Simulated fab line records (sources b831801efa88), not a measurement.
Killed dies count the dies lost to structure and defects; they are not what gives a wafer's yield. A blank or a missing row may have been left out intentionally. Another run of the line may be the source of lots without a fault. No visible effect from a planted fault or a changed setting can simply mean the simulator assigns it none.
fab line records	flow sky130
[record] lots = 5	wafers = 15	last_day = 50
route steps=708 shown FIELD_ISO@23 NWELL@32 DNWELL@35 PWDE@45
lots that met no fault: from a run of the same line without faults
start_h: start of the lot's first displayed wafer, in hours after the record's first day	wait_h: hours elapsed since this lot's preceding step	" as in the row above	L1.1+2: a row that stands for several wafers	- no value, or no start was given	* or withheld: withheld	< > ~ a bound
route shown NAME@n: NAME is a module with steps in the file, n the number in the route of the first one	usual: mean and standard deviation over wafers with no fault	same: alike in all rows	chamber/n: place in a boat	sites: the reading at each site	_std_site: how widely they spread, as a standard deviation	_edge_site: mean of outer sites minus mean of inner sites	radius_mm: for every site, how far away it sits from the centre of the wafer	mask NAME#n: copy n	behind: the last tool/chamber to shape the wafer	hold: what put the lot on hold/how long, in hours/how the hold closed	device: the transistor (n, p or np) that didn't switch	end of line: tests run on the same wafers once the route is complete	where a step has no rows: the recipe by itself	killed: the dies lost at the first sort to structure and to defects; this is not the yield of the wafer	map: a wafer's dies, marking killed ones x, the rest . and places with no die _
set.NAME: the setting that was run; set.NAME@STEP: the one run at that earlier step	model.NAME: the simulator's own value behind a step, which no gauge read
lots at some steps of the route; a table a step, a row a wafer
services: from which hour (start_h, from the record's first day; less than 0 if before it) a tool's chamber was out of use, for how many hours, and why
[[steps]]
[step SKY_FIELD_ISO_OXIDATION_22]
[recipe] temp_c = 950	ambient = O2	stabilise_s = 600	purge_s = 300	target_thk_a = 100	ox_time_s = 623
[usual] tube_center_temp_C = 950/0.081
lot.wafer	tool	chamber	start_h	wait_h	tube_center_temp_C
L081.3	furnace-01	0	65.95	0.0	950
L081.4	"	0	"	"	950.05
L081.5	"	0	"	"	949.98
L083.1	furnace-02	0	78.20	2.0	949.98
L083.3	"	0	"	"	949.93
L083.5	"	0	"	"	950.03
L089.3	furnace-01	0	108.82	0.2	950.13
L089.5	"	0	"	"	949.89
L089.6	"	0	"	"	950.08
L094.1	furnace-02	0	133.98	1.2	949.92
L094.3	"	0	"	"	950.22
L094.5	"	0	"	"	950.12
L097.1	furnace-01	0	151.27	0.0	949.89
L097.2	"	0	"	"	949.96
L097.6	"	0	"	"	950.02
[step SKY_FIELD_ISO_THK_MEAS_23]
[recipe] reads = SiO2_of_FIELD_ISO_OXIDATION_22
[usual] FIELD_ISO_OXIDATION_01_THK = 10.10/0.18
lot.wafer	tool	chamber	start_h	wait_h	FIELD_ISO_OXIDATION_01_THK[nm]
L081.3	film_metro-04	-	67.16	0.0	10.38
L081.4	"	-	"	"	10.36
L081.5	"	-	"	"	10.15
L083.1	film_metro-03	-	79.38	0.0	9.84
L083.3	"	-	"	"	9.87
L083.5	"	-	"	"	9.83
L089.3	film_metro-04	-	110.02	0.0	10.41
L089.5	"	-	"	"	10.37
L089.6	"	-	"	"	10.41
L094.1	film_metro-03	-	135.15	0.0	10.17
L094.3	"	-	"	"	10.31
L094.5	"	-	"	"	10.23
L097.1	film_metro-03	-	152.45	0.0	10.19
L097.2	"	-	"	"	10.09
L097.6	"	-	"	"	10.31
[step SKY_FIELD_ISO_CVD_24]
[recipe] material = SiO2	target_thk_nm = 595	temp_c = 650	sigma_open_frac = 0.3	time_s = 99.2	sih4_flow_sccm = 60	pressure_mtorr = 6
lot.wafer	tool	chamber	start_h	wait_h
L081.3+4+5	hdpcvd-01	0,2,0	67.20	0.0
L083.1+3+5	hdpcvd-01	1,2,1	79.44	0.1
L089.3+5+6	hdpcvd-02	0,1,2	110.06	0.0
L094.1+3+5	hdpcvd-01	1,2,1	135.21	0.1
L097.1+2+6	hdpcvd-02	0,2,1	152.51	0.1
[step SKY_FIELD_ISO_THK_MEAS_25]
[recipe] reads = SiO2_of_FIELD_ISO_CVD_24
[usual] FIELD_ISO_CVD_24_THK = 595/7.3
lot.wafer	tool	chamber	start_h	wait_h	FIELD_ISO_CVD_24_THK[nm]
L081.3	film_metro-04	-	67.29	0.1	592
L081.4	"	-	"	"	600
L081.5	"	-	"	"	590
L083.1	film_metro-04	-	79.51	0.0	588
L083.3	"	-	"	"	605
L083.5	"	-	"	"	593
L089.3	film_metro-03	-	110.15	0.1	589
L089.5	"	-	"	"	584
L089.6	"	-	"	"	599
L094.1	film_metro-03	-	135.29	0.0	591
L094.3	"	-	"	"	600
L094.5	"	-	"	"	586
L097.1	film_metro-04	-	152.58	0.0	586
L097.2	"	-	"	"	580
L097.6	"	-	"	"	584
[step SKY_FIELD_ISO_ANNEAL_26]
[recipe] temp_c = 1000	time_s = 1800	ambient = N2
[usual] tube_center_temp_C = 999.99/0.092
lot.wafer	tool	chamber	start_h	wait_h	tube_center_temp_C
L081.3	furnace-01	0	67.33	0.0	1000.1
L081.4	"	0	"	"	999.98
L081.5	"	0	"	"	1000
L083.1	furnace-02	0	79.57	0.1	999.97
L083.3	"	0	"	"	999.79
L083.5	"	0	"	"	999.86
L089.3	furnace-01	0	110.19	0.0	999.84
L089.5	"	0	"	"	1000.1
L089.6	"	0	"	"	1000.1
L094.1	furnace-01	0	135.71	0.4	1000
L094.3	"	0	"	"	1000.1
L094.5	"	0	"	"	999.93
L097.1	furnace-02	0	153.44	0.8	999.81
L097.2	"	0	"	"	999.97
L097.6	"	0	"	"	999.9
[step SKY_FIELD_ISO_CMP_27]
[recipe] stop_on = Si3N4	t_overpolish_s = 16	down_force_psi = 4	platen_rpm = 60	target_thk_nm = 457.8	pad_velocity_m_s = 0.94248
[usual] motor_current_A = 12.1/0.81	overpolish_run_s = 16.000/0.0086	retaining_ring_pressure_frac = 0.999/0.0048	time_to_endpoint_s = 108/3.9
lot.wafer	tool	chamber	start_h	wait_h	motor_current_A	overpolish_run_s	retaining_ring_pressure_frac	time_to_endpoint_s
L081.4	cmp-01	3	68.83	0.0	12.3	16.006	1.001	116
L081.3	"	2	"	"	11.9	15.992	0.997	111
L081.5	"	3	"	"	13.3	16.001	1.002	110
L083.3	cmp-01	0	81.17	0.1	11.8	16.006	1.001	108
L083.1	"	1	"	"	13.0	16.013	0.998	109
L083.5	"	3	"	"	12.6	16.003	0.993	110
L089.3	cmp-01	0	111.84	0.1	11.9	15.995	0.995	106
L089.5	"	1	"	"	12.4	15.987	0.997	104
L089.6	"	2	"	"	13.3	16.002	1.002	106
L094.1	cmp-02	1	137.21	0.0	12.2	16.013	0.993	110
L094.3	"	3	"	"	11.5	15.991	0.992	112
L094.5	"	1	"	"	12.1	16.004	0.996	109
L097.2	cmp-02	2	155.04	0.1	10.5	16.003	1.001	108
L097.1	"	3	"	"	11.2	15.999	0.994	110
L097.6	"	1	"	"	12.0	16.017	1.000	107
[step SKY_FIELD_ISO_WET_ETCH_28]
[recipe] chemistry = dHF	target_depth_nm = 23.7	target = SiO2	dilution = 10:1	temp_c = 25	time_s = 47
[usual] bath_heat_duty_pct = 6.1/0.77
lot.wafer	tool	chamber	start_h	wait_h	bath_heat_duty_pct
L081.3	wet_bench-03	2	69.13	0.1	5.9
L081.4	"	2	"	"	5.3
L081.5	"	2	"	"	4.5
L083.1	wet_bench-02	0	81.37	0.1	6.3
L083.3	"	0	"	"	5.7
L083.5	"	0	"	"	6.5
L089.3	wet_bench-01	3	111.99	0.1	5.9
L089.5	"	3	"	"	5.5
L089.6	"	3	"	"	5.7
L094.1	wet_bench-01	0	137.51	0.2	6.3
L094.3	"	0	"	"	6.1
L094.5	"	0	"	"	6.6
L097.1	wet_bench-01	1	155.24	0.1	7.4
L097.2	"	1	"	"	7.3
L097.6	"	1	"	"	6.6
[step SKY_FIELD_ISO_WET_ETCH_29]
[recipe] chemistry = H3PO4	target_depth_nm = 160	target = Si3N4	temp_c = 160	time_s = 1825
[usual] bath_heat_duty_pct = 25.5/2.6
lot.wafer	tool	chamber	start_h	wait_h	bath_heat_duty_pct
L081.3	wet_bench-02	1	69.15	0.0	23.7
L081.4	"	1	"	"	24.1
L081.5	"	1	"	"	24.8
L083.1	wet_bench-01	0	81.39	0.0	26.4
L083.3	"	0	"	"	26.7
L083.5	"	0	"	"	26.5
L089.3	wet_bench-03	3	112.01	0.0	25.6
L089.5	"	3	"	"	24.8
L089.6	"	3	"	"	26.8
L094.1	wet_bench-03	1	137.53	0.0	23.7
L094.3	"	1	"	"	23.1
L094.5	"	1	"	"	22.0
L097.1	wet_bench-02	1	155.26	0.0	23.7
L097.2	"	1	"	"	24.1
L097.6	"	1	"	"	24.5
[step SKY_FIELD_ISO_WET_ETCH_30]
[recipe] chemistry = dHF	target_depth_nm = 25	target = SiO2	dilution = 10:1	temp_c = 25	time_s = 50
[usual] bath_heat_duty_pct = 6.3/0.81
lot.wafer	tool	chamber	start_h	wait_h	bath_heat_duty_pct
L081.3	wet_bench-01	1	69.67	0.0	7.8
L081.4	"	1	"	"	6.9
L081.5	"	1	"	"	7.9
L083.1	wet_bench-03	2	81.95	0.0	5.3
L083.3	"	2	"	"	5.6
L083.5	"	2	"	"	5.2
L089.3	wet_bench-01	3	113.04	0.0	5.4
L089.5	"	3	"	"	6.0
L089.6	"	3	"	"	5.1
L094.1	wet_bench-02	0	138.05	0.0	6.3
L094.3	"	0	"	"	5.6
L094.5	"	0	"	"	6.1
L097.1	wet_bench-02	0	155.77	0.0	5.3
L097.2	"	0	"	"	6.4
L097.6	"	0	"	"	6.4
[step SKY_NWELL_CLEAN_00]
[recipe] chemistry = SC1/SC2	mix = 1:4:20	temp_c = 70	time_s = 150	dry = n2_spin
[usual] bath_heat_duty_pct = 13.3/1.7
lot.wafer	tool	chamber	start_h	wait_h	bath_heat_duty_pct
L081.3	wet_bench-03	0	69.69	0.0	12.7
L081.4	"	0	"	"	13.9
L081.5	"	0	"	"	12.4
L083.1	wet_bench-02	1	81.98	0.0	11.7
L083.3	"	1	"	"	12.0
L083.5	"	1	"	"	11.5
L089.3	wet_bench-03	0	113.06	0.0	12.9
L089.5	"	0	"	"	13.5
L089.6	"	0	"	"	14.0
L094.1	wet_bench-01	2	138.07	0.0	14.0
L094.3	"	2	"	"	13.9
L094.5	"	2	"	"	12.2
L097.1	wet_bench-01	3	155.80	0.0	11.1
L097.2	"	3	"	"	13.1
L097.6	"	3	"	"	12.2
[step SKY_NWELL_OXIDATION_01]
[recipe] temp_c = 900	ambient = O2	stabilise_s = 600	purge_s = 300	target_thk_a = 100	ox_time_s = 1418
[usual] tube_center_temp_C = 900/0.082
lot.wafer	tool	chamber	start_h	wait_h	tube_center_temp_C
L081.3	furnace-02	0	71.20	1.5	899.96
L081.4	"	0	"	"	899.97
L081.5	"	0	"	"	899.92
L083.1	furnace-02	0	82.24	0.2	899.99
L083.3	"	0	"	"	899.93
L083.5	"	0	"	"	900.03
L089.3	furnace-02	0	114.34	1.2	899.99
L089.5	"	0	"	"	899.95
L089.6	"	0	"	"	899.97
L094.1	furnace-02	0	138.12	0.0	900.03
L094.3	"	0	"	"	899.93
L094.5	"	0	"	"	900.01
L097.1	furnace-01	0	156.63	0.8	900.16
L097.2	"	0	"	"	900.14
L097.6	"	0	"	"	900.05
[step SKY_NWELL_THK_MEAS_02]
[recipe] reads = SiO2_of_NWELL_OXIDATION_01
[usual] NWELL_OXIDATION_THK = 10.19/0.19
lot.wafer	tool	chamber	start_h	wait_h	NWELL_OXIDATION_THK[nm]
L081.3	film_metro-04	-	72.61	0.0	10.30
L081.4	"	-	"	"	10.21
L081.5	"	-	"	"	9.96
L083.1	film_metro-01	-	83.64	0.0	10.11
L083.3	"	-	"	"	10.20
L083.5	"	-	"	"	10.12
L089.3	film_metro-02	-	115.77	0.0	10.00
L089.5	"	-	"	"	9.90
L089.6	"	-	"	"	9.94
L094.1	film_metro-04	-	139.51	0.0	9.89
L094.3	"	-	"	"	9.94
L094.5	"	-	"	"	10.19
L097.1	film_metro-04	-	158.03	0.0	10.18
L097.2	"	-	"	"	10.46
L097.6	"	-	"	"	10.37
[step SKY_DNWELL_DEHYDRATE_00]
[recipe] temp_c = 200	time_s = 60
[usual] plate_temp_C = 199.95/0.13
lot.wafer	tool	chamber	start_h	wait_h	plate_temp_C
L081.3	litho_track-03	0	79.59	7.0	199.77
L081.4	"	0	"	"	199.68
L081.5	"	0	"	"	200.15
L083.1	litho_track-03	0	91.79	8.1	199.75
L083.3	"	0	"	"	200.11
L083.5	"	0	"	"	200.02
L089.3	litho_track-01	0	124.53	8.7	199.92
L089.5	"	0	"	"	199.84
L089.6	"	0	"	"	199.87
L094.1	litho_track-04	0	148.96	9.4	200.05
L094.3	"	0	"	"	199.90
L094.5	"	0	"	"	199.99
L097.1	litho_track-04	0	166.86	8.8	199.92
L097.2	"	0	"	"	199.83
L097.6	"	0	"	"	200.02
[step SKY_DNWELL_HMDS_01]
[recipe] prime_time_s = 60	prime_temp_c = 120
lot.wafer	tool	chamber	start_h	wait_h
L081.3+4+5	litho_track-03	0	79.74	0.1
L083.1+3+5	litho_track-03	0	91.94	0.1
L089.3+5+6	litho_track-01	0	124.68	0.1
L094.1+3+5	litho_track-04	0	149.11	0.1
L097.1+2+6	litho_track-04	0	167.01	0.1
[step SKY_DNWELL_COAT_02]
[recipe] spin_rpm = 2000	resist_thk_nm = 3000
lot.wafer	tool	chamber	start_h	wait_h
L081.3+4+5	litho_track-03	0	79.89	0.1
L083.1+3+5	litho_track-03	0	92.09	0.1
L089.3+5+6	litho_track-01	0	124.83	0.1
L094.1+3+5	litho_track-04	0	149.26	0.1
L097.1+2+6	litho_track-04	0	167.16	0.1
[step SKY_DNWELL_SOFTBAKE_03]
[recipe] temp_c = 110	time_s = withheld
[usual] plate_temp_C = 110.01/0.14
lot.wafer	tool	chamber	start_h	wait_h	plate_temp_C
L081.3	litho_track-03	0	80.06	0.1	109.85
L081.4	"	0	"	"	110.04
L081.5	"	0	"	"	110.06
L083.1	litho_track-03	0	92.24	0.1	109.86
L083.3	"	0	"	"	109.83
L083.5	"	0	"	"	109.88
L089.3	litho_track-01	0	124.99	0.1	109.82
L089.5	"	0	"	"	110.04
L089.6	"	0	"	"	109.99
L094.1	litho_track-04	0	149.41	0.1	110.21
L094.3	"	0	"	"	110.09
L094.5	"	0	"	"	109.97
L097.1	litho_track-04	0	167.31	0.1	110.03
L097.2	"	0	"	"	110.08
L097.6	"	0	"	"	109.89
[step SKY_DNWELL_EXPOSE_04]
[recipe] mask_id = DNM	na = 0.57	target_cd_nm = 3000	dose_mj = 222
[same] na = 0.57
lot.wafer	tool	chamber	start_h	wait_h	mask
L081.3+4+5	iline_stepper-01	0	-	-	DNM#0
L083.1+3+5	iline_stepper-01	0	-	-	DNM#0
L089.3+5+6	iline_stepper-02	0	-	-	DNM#0
L094.1+3+5	iline_stepper-01	0	-	-	DNM#0
L097.1+2+6	iline_stepper-02	0	-	-	DNM#0
[step SKY_DNWELL_PEB_05]
[recipe] temp_c = 115	time_s = withheld
[usual] plate_temp_C = 115.01/0.14
lot.wafer	tool	chamber	start_h	wait_h	plate_temp_C
L081.3	litho_track-03	0	-	-	115.15
L081.4	"	0	"	"	115.24
L081.5	"	0	"	"	115.07
L083.1	litho_track-03	0	-	-	114.99
L083.3	"	0	"	"	115.01
L083.5	"	0	"	"	115.01
L089.3	litho_track-03	0	-	-	115.09
L089.5	"	0	"	"	114.90
L089.6	"	0	"	"	114.79
L094.1	litho_track-04	0	-	-	115.03
L094.3	"	0	"	"	115.07
L094.5	"	0	"	"	114.98
L097.1	litho_track-03	0	-	-	114.82
L097.2	"	0	"	"	114.93
L097.6	"	0	"	"	114.88
[step SKY_DNWELL_DEVELOP_06]
[recipe] wall_angle_deg = 90	developer = TMAH	develop_time_s = 60	dev_temp_c = 23
lot.wafer	tool	chamber	start_h	wait_h
L081.3+4+5	litho_track-03	0	-	-
L083.1+3+5	litho_track-03	0	-	-
L089.3+5+6	litho_track-03	0	-	-
L094.1+3+5	litho_track-04	0	-	-
L097.1+2+6	litho_track-03	0	-	-
[step SKY_DNWELL_IMPLANT_07]
[recipe] species = P	energy_kev = withheld	dose_cm2 = withheld	tilt_deg = withheld
lot.wafer	tool	chamber	start_h	wait_h
L081.3+4+5	implanter-04	0	89.09	-
L083.1+3+5	implanter-04	0	101.84	-
L089.3+5+6	implanter-01	0	134.89	-
L094.1+3+5	implanter-01	0	159.41	-
L097.1+2+6	implanter-01	0	177.94	-
[step SKY_DNWELL_STRIP_08]
[recipe] chemistry = O2/N2	power_w = 1400	pressure_mtorr = 1500	platen_temp_c = withheld	o2_flow_sccm = 3000	n2_flow_sccm = 300	overash_fraction = 0.5
[usual] drypump_motor_current_A = 5.8/0.38	oes_product_au = 0.724/0.0047	strip_time_to_endpoint_s = 36.89/0.094
lot.wafer	tool	chamber	start_h	wait_h	drypump_motor_current_A	oes_product_au	rf_hours_counter_h	strip_time_to_endpoint_s
L081.3	plasma_asher-02	0	89.23	0.1	5.5	0.719	-	36.98
L081.4	"	1	"	"	6.2	0.729	-	37.01
L081.5	"	0	"	"	5.5	0.725	-	37.04
L083.1	plasma_asher-01	1	101.99	0.1	5.2	0.722	28	36.93
L083.3	"	1	"	"	5.1	0.720	-	36.88
L083.5	"	0	"	"	5.8	0.725	-	36.89
L089.3	plasma_asher-04	1	135.03	0.1	5.9	0.726	-	36.84
L089.5	"	0	"	"	6.2	0.725	-	36.92
L089.6	"	1	"	"	5.9	0.731	-	36.94
L094.1	plasma_asher-01	1	159.56	0.1	5.2	0.720	33	36.85
L094.3	"	1	"	"	5.1	0.720	-	36.92
L094.5	"	0	"	"	5.8	0.723	-	36.85
L097.1	plasma_asher-01	0	178.09	0.1	5.8	0.722	34	36.82
L097.2	"	1	"	"	5.2	0.726	34	36.90
L097.6	"	1	"	"	5.2	0.724	-	36.93
[step SKY_DNWELL_TW_MEAS_09]
[usual] DNWELL_TW = 1101/9.5
lot.wafer	tool	chamber	start_h	wait_h	DNWELL_TW
L081.3	film_metro-01	-	89.31	0.1	1113
L081.4	"	-	"	"	1109
L081.5	"	-	"	"	1106
L083.1	film_metro-02	-	102.09	0.1	1079
L083.3	"	-	"	"	1089
L083.5	"	-	"	"	1083
L089.3	film_metro-02	-	135.11	0.1	1086
L089.5	"	-	"	"	1096
L089.6	"	-	"	"	1091
L094.1	film_metro-01	-	159.66	0.1	1110
L094.3	"	-	"	"	1111
L094.5	"	-	"	"	1110
L097.1	film_metro-01	-	178.19	0.1	1120
L097.2	"	-	"	"	1115
L097.6	"	-	"	"	1110
[step SKY_PWDE_DEHYDRATE_00]
[recipe] temp_c = 200	time_s = 60
[usual] plate_temp_C = 200.00/0.15
lot.wafer	tool	chamber	start_h	wait_h	plate_temp_C
L081.3	litho_track-03	0	97.19	7.9	199.97
L081.4	"	0	"	"	199.85
L081.5	"	0	"	"	200.20
L083.1	litho_track-03	0	110.64	8.5	200.16
L083.3	"	0	"	"	200.22
L083.5	"	0	"	"	200.02
L089.3	litho_track-03	0	143.74	8.6	199.90
L089.5	"	0	"	"	200.05
L089.6	"	0	"	"	199.70
L094.1	litho_track-03	0	168.49	8.8	199.88
L094.3	"	0	"	"	200.09
L094.5	"	0	"	"	199.78
L097.1	litho_track-03	0	187.64	9.4	200.46
L097.2	"	0	"	"	200.36
L097.6	"	0	"	"	200.04
[step SKY_PWDE_HMDS_01]
[recipe] prime_time_s = 60	prime_temp_c = 120
lot.wafer	tool	chamber	start_h	wait_h
L081.3+4+5	litho_track-03	0	97.34	0.1
L083.1+3+5	litho_track-03	0	110.79	0.1
L089.3+5+6	litho_track-03	0	143.89	0.1
L094.1+3+5	litho_track-03	0	168.64	0.1
L097.1+2+6	litho_track-03	0	187.79	0.1
[step SKY_PWDE_COAT_02]
[recipe] spin_rpm = 2000	resist_thk_nm = 3000
lot.wafer	tool	chamber	start_h	wait_h
L081.3+4+5	litho_track-03	0	97.49	0.1
L083.1+3+5	litho_track-03	0	110.94	0.1
L089.3+5+6	litho_track-03	0	144.04	0.1
L094.1+3+5	litho_track-03	0	168.79	0.1
L097.1+2+6	litho_track-03	0	187.94	0.1
[step SKY_PWDE_SOFTBAKE_03]
[recipe] temp_c = 110	time_s = withheld
[usual] plate_temp_C = 110.00/0.12
lot.wafer	tool	chamber	start_h	wait_h	plate_temp_C
L081.3	litho_track-03	0	97.66	0.1	110.08
L081.4	"	0	"	"	110.10
L081.5	"	0	"	"	109.98
L083.1	litho_track-03	0	111.09	0.1	110.06
L083.3	"	0	"	"	109.79
L083.5	"	0	"	"	109.78
L089.3	litho_track-03	0	144.21	0.1	110.09
L089.5	"	0	"	"	110.15
L089.6	"	0	"	"	110.03
L094.1	litho_track-03	0	168.94	0.1	110.20
L094.3	"	0	"	"	110.00
L094.5	"	0	"	"	110.17
L097.1	litho_track-03	0	188.09	0.1	109.97
L097.2	"	0	"	"	110.23
L097.6	"	0	"	"	110.22
[step SKY_PWDE_EXPOSE_04]
[recipe] mask_id = PWDEM	na = 0.6	source_shape = conventional	sigma_outer = 0.6	polarization = unpolarized	target_cd_nm = 840	dose_mj = 214
[same] na = 0.6
lot.wafer	tool	chamber	start_h	wait_h	mask
L081.3+4+5	iline_stepper-02	0	-	-	PWDEM#0
L083.1+3+5	iline_stepper-01	0	-	-	PWDEM#0
L089.3+5+6	iline_stepper-01	0	-	-	PWDEM#0
L094.1+3+5	iline_stepper-02	0	-	-	PWDEM#0
L097.1+2+6	iline_stepper-02	0	-	-	PWDEM#0
[step SKY_PWDE_PEB_05]
[recipe] temp_c = 115	time_s = withheld
[usual] plate_temp_C = 115.04/0.12
lot.wafer	tool	chamber	start_h	wait_h	plate_temp_C
L081.3	litho_track-03	0	-	-	114.93
L081.4	"	0	"	"	114.85
L081.5	"	0	"	"	114.81
L083.1	litho_track-02	0	-	-	115.20
L083.3	"	0	"	"	114.78
L083.5	"	0	"	"	115.02
L089.3	litho_track-02	0	-	-	115.20
L089.5	"	0	"	"	115.21
L089.6	"	0	"	"	115.15
L094.1	litho_track-02	0	-	-	115.07
L094.3	"	0	"	"	115.22
L094.5	"	0	"	"	115.14
L097.1	litho_track-01	0	-	-	115.04
L097.2	"	0	"	"	115.18
L097.6	"	0	"	"	115.06
[step SKY_PWDE_DEVELOP_06]
[recipe] wall_angle_deg = 90	developer = TMAH	develop_time_s = 60	dev_temp_c = 23
lot.wafer	tool	chamber	start_h	wait_h
L081.3+4+5	litho_track-03	0	-	-
L083.1+3+5	litho_track-02	0	-	-
L089.3+5+6	litho_track-02	0	-	-
L094.1+3+5	litho_track-02	0	-	-
L097.1+2+6	litho_track-01	0	-	-
[step SKY_PWDE_OVL_MEAS_07]
[usual] PWDE_OVL = 0.2/1.2
lot.wafer	tool	chamber	start_h	wait_h	PWDE_OVL[nm]
L081.3	overlay-01	-	106.81	-	-0.3
L081.4	"	-	"	"	-0.1
L081.5	"	-	"	"	-1.6
L083.1	overlay-01	-	120.09	-	1.9
L083.3	"	-	"	"	1.5
L083.5	"	-	"	"	2.4
L089.3	overlay-01	-	154.50	-	0.4
L089.5	"	-	"	"	0.8
L089.6	"	-	"	"	-0.6
L094.1	overlay-02	-	179.64	-	2.2
L094.3	"	-	"	"	2.7
L094.5	"	-	"	"	2.5
L097.1	overlay-01	-	199.28	-	0.7
L097.2	"	-	"	"	0.9
L097.6	"	-	"	"	1.0
[step SKY_PWDE_IMPLANT_08]
[recipe] species = B	energy_kev = 150	dose_cm2 = 3.6e+12	tilt_deg = withheld
[usual] beam_on_s = 9.99/0.2
lot.wafer	tool	chamber	start_h	wait_h	beam_on_s
L081.3	implanter-03	0	106.88	0.1	9.81
L081.4	"	0	"	"	10.25
L081.5	"	0	"	"	10.46
L083.1	implanter-03	0	120.13	0.0	10.06
L083.3	"	0	"	"	9.85
L083.5	"	0	"	"	10.09
L089.3	implanter-01	0	154.58	0.1	10.10
L089.5	"	0	"	"	10.02
L089.6	"	0	"	"	10.22
L094.1	implanter-02	0	179.68	0.0	10.17
L094.3	"	0	"	"	10.03
L094.5	"	0	"	"	10.21
L097.1	implanter-02	0	199.31	0.0	9.62
L097.2	"	0	"	"	10.21
L097.6	"	0	"	"	9.76
[step SKY_PWDE_STRIP_09]
[recipe] chemistry = O2/N2	power_w = 1400	pressure_mtorr = 1500	platen_temp_c = withheld	o2_flow_sccm = 3000	n2_flow_sccm = 300	overash_fraction = 0.5
[usual] drypump_motor_current_A = 5.8/0.36	oes_product_au = 0.722/0.0045	strip_time_to_endpoint_s = 36.92/0.09
lot.wafer	tool	chamber	start_h	wait_h	drypump_motor_current_A	oes_product_au	rf_hours_counter_h	strip_time_to_endpoint_s
L081.3	plasma_asher-01	0	107.01	0.1	5.8	0.726	-	36.87
L081.4	"	1	"	"	5.1	0.719	-	36.90
L081.5	"	0	"	"	5.8	0.724	-	36.98
L083.1	plasma_asher-03	1	120.28	0.1	6.0	0.717	43	36.88
L083.3	"	1	"	"	6.0	0.715	-	36.94
L083.5	"	0	"	"	5.6	0.717	-	36.85
L089.3	plasma_asher-01	1	154.71	0.1	5.2	0.723	-	36.78
L089.5	"	0	"	"	5.8	0.724	-	36.82
L089.6	"	1	"	"	5.1	0.717	-	36.93
L094.1	plasma_asher-01	0	179.83	0.1	5.8	0.726	35	36.79
L094.3	"	1	"	"	5.1	0.725	-	36.81
L094.5	"	0	"	"	5.8	0.722	-	36.79
L097.1	plasma_asher-01	0	199.46	0.1	5.8	0.723	37	36.85
L097.2	"	1	"	"	5.2	0.726	37	36.98
L097.6	"	0	"	"	5.8	0.728	-	36.91
[[services]]
tool	chamber	start_h	hours	kind
cmp-01	-	47.60	5.5	pm
cmp-01	-	64.00	4.0	pm
implanter-04	-	65.10	1.1	repair
hdpcvd-02	-	66.75	15.0	pm
implanter-01	-	66.88	8.7	repair
cmp-02	-	68.41	0.5	repair
iline_stepper-02	-	78.26	1.7	pm
cmp-02	-	80.87	0.8	repair
cmp-02	-	85.01	4.0	repair
hdpcvd-02	-	125.41	14.6	pm
plasma_asher-01	-	133.71	17.2	pm
implanter-04	-	134.32	3.7	pm
iline_stepper-01	-	142.55	1.7	pm
cmp-01	-	147.09	1.7	repair
implanter-01	-	147.84	3.0	repair
cmp-02	-	148.77	0.3	repair
wet_bench-03	-	154.07	5.8	repair
iline_stepper-02	-	155.10	2.3	repair
iline_stepper-02	-	158.07	0.5	repair
cmp-01	-	159.20	8.5	pm
furnace-01	-	168.20	11.5	repair
furnace-01	-	179.72	3.1	pm
furnace-01	-	182.83	3.6	pm
cmp-01	-	199.25	1.1	repair
[[key]]
fault none
